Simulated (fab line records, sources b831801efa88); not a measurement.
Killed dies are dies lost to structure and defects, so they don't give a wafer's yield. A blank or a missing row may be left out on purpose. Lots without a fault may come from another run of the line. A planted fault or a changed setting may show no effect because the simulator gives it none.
Which tool did it? | flow sky130 | 12 lots, 36 wafers sampled, at 5 steps of a route of 708

WHAT THE GAUGES READ, wafer by wafer
SKY_VIA1_THK_MEAS_23: measures by xrf. Usual: VIA1_W_THK 272 nm, standard deviation 4.6.
lot  | measured     | on            | VIA1_W_THK (nm) | flag
L959 | day 33 19:10 | film_metro-04 | 278 275 276     |
L961 | day 34 17:58 | film_metro-04 | 272 276 272     |
L965 | day 36 04:15 | film_metro-02 | 271 271 270     |
L966 | day 36 13:19 | film_metro-01 | 273 273 271     |
L967 | day 36 15:38 | film_metro-02 | 269 265 269     |
L973 | day 38 06:39 | film_metro-04 | 275 272 271     |
L975 | day 38 23:38 | film_metro-04 | 279 278 276     |
L976 | day 39 01:49 | film_metro-02 | 267 266 268     |
L978 | day 39 18:15 | film_metro-01 | 273 273 269     |
L979 | day 40 02:17 | film_metro-02 | 262 265 267     |
L980 | day 40 07:20 | film_metro-04 | 277 276 276     |
L982 | day 40 16:34 | film_metro-04 | 284 280 281     |

SKY_METAL2_THK_MEAS_06: measures by xrf. Usual: METAL2_ALCU_THK 251.9 nm, standard deviation 2.8.
lot  | measured     | on            | METAL2_ALCU_THK (nm) | flag
L959 | day 33 19:47 | film_metro-01 | 252.0 246.6 252.6    |
L961 | day 34 18:35 | film_metro-01 | 251.0 256.7 255.0    |
L965 | day 36 04:52 | film_metro-01 | 252.4 252.4 253.3    |
L966 | day 36 13:59 | film_metro-01 | 249.5 249.3 249.4    |
L967 | day 36 16:16 | film_metro-01 | 250.7 248.8 249.8    |
L973 | day 38 07:16 | film_metro-01 | 255.5 253.3 253.6    |
L975 | day 39 00:16 | film_metro-03 | 253.4 255.3 255.8    |
L976 | day 39 02:26 | film_metro-04 | 247.6 245.9 247.1    |
L978 | day 39 18:52 | film_metro-03 | 253.4 254.0 253.0    |
L979 | day 40 02:55 | film_metro-01 | 253.8 248.0 252.0    |
L980 | day 40 07:58 | film_metro-03 | 249.2 249.7 247.1    |
L982 | day 40 17:11 | film_metro-01 | 252.8 255.4 253.7    |

SKY_VIA2_THK_MEAS_01. Usual: VIA2_HDPCVD_THK 1182 nm, standard deviation 11.
lot  | measured     | on            | VIA2_HDPCVD_THK (nm) | flag
L959 | day 34 23:04 | film_metro-02 | 1175 1194 1176       |
L961 | day 35 21:39 | film_metro-04 | 1183 1191 1176       |
L965 | day 37 08:24 | film_metro-03 | 1185 1177 1179       |
L966 | day 37 16:48 | film_metro-03 | 1186 1188 1197       |
L967 | day 37 19:19 | film_metro-03 | 1175 1158 1180       |
L973 | day 39 08:41 | film_metro-03 | 1177 1183 1184       |
L975 | day 40 02:12 | film_metro-03 | 1171 1175 1181       |
L976 | day 40 03:41 | film_metro-03 | 1185 1189 1210       |
L978 | day 40 19:37 | film_metro-02 | 1166 1170 1188       |
L979 | day 41 04:08 | film_metro-04 | 1191 1186 1200       |
L980 | day 41 09:49 | film_metro-04 | 1192 1203 1202       |
L982 | day 41 18:49 | film_metro-02 | 1186 1199 1188       |

WHICH TOOL RAN EACH LOT (tool, then ch and the chambers of the sampled wafers, then the start)
lot  | SKY_METAL2_ETCH_18                | SKY_METAL2_STRIP_20
L959 | rie_metal-04 ch 0,1, day 34 22:12 | plasma_asher-02 ch 0, day 34 22:21
L961 | rie_metal-04 ch 0,1, day 35 20:46 | plasma_asher-01 ch 0,1, day 35 20:55
L965 | rie_metal-04 ch 0,1, day 37 07:30 | plasma_asher-02 ch 0,1, day 37 07:40
L966 | rie_metal-04 ch 0,1, day 37 15:54 | plasma_asher-01 ch 0,1, day 37 16:03
L967 | rie_metal-02 ch 0,1, day 37 18:25 | plasma_asher-03 ch 0,1, day 37 18:35
L973 | rie_metal-02 ch 0,1, day 39 07:45 | plasma_asher-03 ch 0,1, day 39 07:54
L975 | rie_metal-04 ch 0,1, day 40 01:19 | plasma_asher-01 ch 0,1, day 40 01:29
L976 | rie_metal-04 ch 0,1, day 40 02:48 | plasma_asher-02 ch 0,1, day 40 02:58
L978 | rie_metal-03 ch 0,1, day 40 18:42 | plasma_asher-01 ch 0,1, day 40 18:51
L979 | rie_metal-03 ch 0,1, day 41 03:15 | plasma_asher-03 ch 0,1, day 41 03:24
L980 | rie_metal-02 ch 0,1, day 41 08:56 | plasma_asher-03 ch 0, day 41 09:05
L982 | rie_metal-04 ch 0,1, day 41 17:57 | plasma_asher-01 ch 0,1, day 41 18:06
- SKY_METAL2_ETCH_18: etches BARC in N2/H2, stops on SiO2, time 45.9 s, target depth 60 nm.
- SKY_METAL2_STRIP_20: strips in O2/N2.

WHAT THE TOOLS THEMSELVES READ (means of the sampled wafers that have a number; where no wafer has one, the mark that the record gives instead)
SKY_METAL2_ETCH_18. Usual: drypump_motor_current_A 5.7 A, standard deviation 0.44; n2_flow_sccm 100.00 sccm, standard deviation 0.3; oes_product_au 0.854 a.u., standard deviation 0.0045; throttle_valve_pct 13.225 %, standard deviation 0.0093.
lot  | tool         | drypump_motor_current_A (A) | n2_flow_sccm (sccm) | oes_product_au (a.u.) | throttle_valve_pct (%) | flag
L959 | rie_metal-04 | 5.3                         | 100.07              | 0.853                 | 13.224                 |
L961 | rie_metal-04 | 5.5                         | 99.91               | 0.854                 | 13.214                 |
L965 | rie_metal-04 | 5.3                         | 100.24              | 0.818                 | 13.224                 | OFF
L966 | rie_metal-04 | 5.5                         | 100.09              | 0.769                 | 13.228                 | OFF
L967 | rie_metal-02 | 6.1                         | 99.87               | 0.855                 | 13.235                 |
L973 | rie_metal-02 | 6.1                         | 99.78               | 0.852                 | 13.218                 |
L975 | rie_metal-04 | 5.3                         | 100.34              | 0.852                 | 13.226                 |
L976 | rie_metal-04 | 5.3                         | 100.35              | 0.852                 | 13.231                 |
L978 | rie_metal-03 | 5.8                         | 99.66               | 0.853                 | 13.229                 |
L979 | rie_metal-03 | 5.8                         | 99.88               | 0.852                 | 13.224                 |
L980 | rie_metal-02 | 6.1                         | 99.99               | 0.860                 | 13.215                 |
L982 | rie_metal-04 | 5.3                         | 99.97               | 0.857                 | 13.224                 |

SKY_METAL2_STRIP_20. Usual: drypump_motor_current_A 5.3 A, standard deviation 0.51; n2_flow_sccm 300.0 sccm, standard deviation 0.93; o2_flow_sccm 3000 sccm, standard deviation 8.9; oes_product_au 0.343 a.u., standard deviation 0.0043; strip_time_to_endpoint_s 2.70 s, standard deviation 0.038.
lot  | tool            | drypump_motor_current_A (A) | n2_flow_sccm (sccm) | o2_flow_sccm (sccm) | oes_product_au (a.u.) | strip_time_to_endpoint_s (s) | flag
L959 | plasma_asher-02 | 6.2                         | 299.5               | 2984                | 0.343                 | 2.71                         |
L961 | plasma_asher-01 | 5.3                         | 300.0               | 3003                | 0.347                 | 2.75                         |
L965 | plasma_asher-02 | 5.9                         | 300.6               | 2997                | 0.348                 | 2.77                         |
L966 | plasma_asher-01 | 5.3                         | 299.3               | 2991                | 0.352                 | 2.90                         | OFF
L967 | plasma_asher-03 | 5.3                         | 299.9               | 3000                | 0.343                 | 2.64                         |
L973 | plasma_asher-03 | 5.4                         | 299.8               | 3004                | 0.339                 | 2.65                         |
L975 | plasma_asher-01 | 5.1                         | 300.1               | 3000                | 0.344                 | 2.71                         |
L976 | plasma_asher-02 | 5.9                         | 298.9               | 2993                | 0.341                 | 2.75                         |
L978 | plasma_asher-01 | 5.2                         | 299.1               | 3003                | 0.343                 | 2.70                         |
L979 | plasma_asher-03 | 5.0                         | 299.5               | 3000                | 0.344                 | 2.71                         |
L980 | plasma_asher-03 | 5.7                         | 301.4               | 3008                | 0.339                 | 2.70                         |
L982 | plasma_asher-01 | 5.1                         | 299.8               | 2995                | 0.346                 | 2.72                         |

THE ANSWER, worked out from the rows above alone
Rule: a lot is off if the mean of its wafers that have a number lies more than 3 standard deviations from the usual mean. A lot without any number at a reading at which 4 lots or more have one is off too. The other lots that the step has rows for count as sound. The gauges are gone through in route order, then the tools' own readings, and for those a lot's mean is taken as printed above. The first step at which some lot is off is used, and at that step the reading that is off furthest; a lot without a number counts as furthest.
Off: L965, L966, at SKY_METAL2_ETCH_18 (oes_product_au).
A tool fits if, at that step or a process step before it, it ran every lot that is off, and no sound lot after the first of them. None of those tried fits.

WHAT THE SIMULATOR HAD PUT IN
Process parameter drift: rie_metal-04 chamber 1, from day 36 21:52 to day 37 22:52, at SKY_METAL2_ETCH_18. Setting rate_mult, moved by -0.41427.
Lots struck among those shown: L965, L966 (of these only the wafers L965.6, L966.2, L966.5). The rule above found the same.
